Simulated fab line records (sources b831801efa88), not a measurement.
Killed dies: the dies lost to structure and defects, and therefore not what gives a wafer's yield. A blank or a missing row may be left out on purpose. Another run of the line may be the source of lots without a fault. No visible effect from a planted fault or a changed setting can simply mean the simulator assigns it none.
Which tool is to blame? | flow sky130 | 7 lots (21 wafers sampled), 1 step of a 708-step route

WHAT THE GAUGES SHOWED, per wafer
SKY_PWDE_OVL_MEAS_07.
lot  | measured    | on         | PWDE_OVL (nm)
L354 | day 4 08:58 | overlay-01 | 1.5 0.8 1.3
L357 | day 5 03:19 | overlay-01 | -0.2 0.7 1.0
L359 | day 5 14:15 | overlay-02 | 2.6 1.4 1.7
L363 | day 6 15:20 | overlay-01 | 2.5 0.6 -0.3
L369 | day 8 00:07 | overlay-02 | 1.3 0.2 -0.3
L372 | day 8 12:24 | overlay-02 | -0.8 1.1 -0.2
L374 | day 9 00:45 | overlay-02 | 1.8 1.7 1.1

WHICH TOOL RAN EACH LOT (tool, then ch and the chambers of the sampled wafers, then the start)
There is no process step in the record ahead of these readings.

THE ANSWER, worked out from the rows above alone
Rule: the usual values come from the lots themselves. Put in order of their means at a reading, lots are off if they are a third of the lots or fewer, leave a main group of 4 or more, and stand apart from it by a gap of 3 or more times the standard deviation of the main group's means; of several such gaps the widest counts. If all means in a main group match to the digits the tables above print for the reading, that group is not used. Also off: a lot with no number at a reading for which 4 or more lots have one. Any other lot the step has rows for is counted as sound.
Across all readings shown, no lot is off: no conclusion can be drawn from this.

WHAT HAD BEEN PUT IN BY THE SIMULATOR
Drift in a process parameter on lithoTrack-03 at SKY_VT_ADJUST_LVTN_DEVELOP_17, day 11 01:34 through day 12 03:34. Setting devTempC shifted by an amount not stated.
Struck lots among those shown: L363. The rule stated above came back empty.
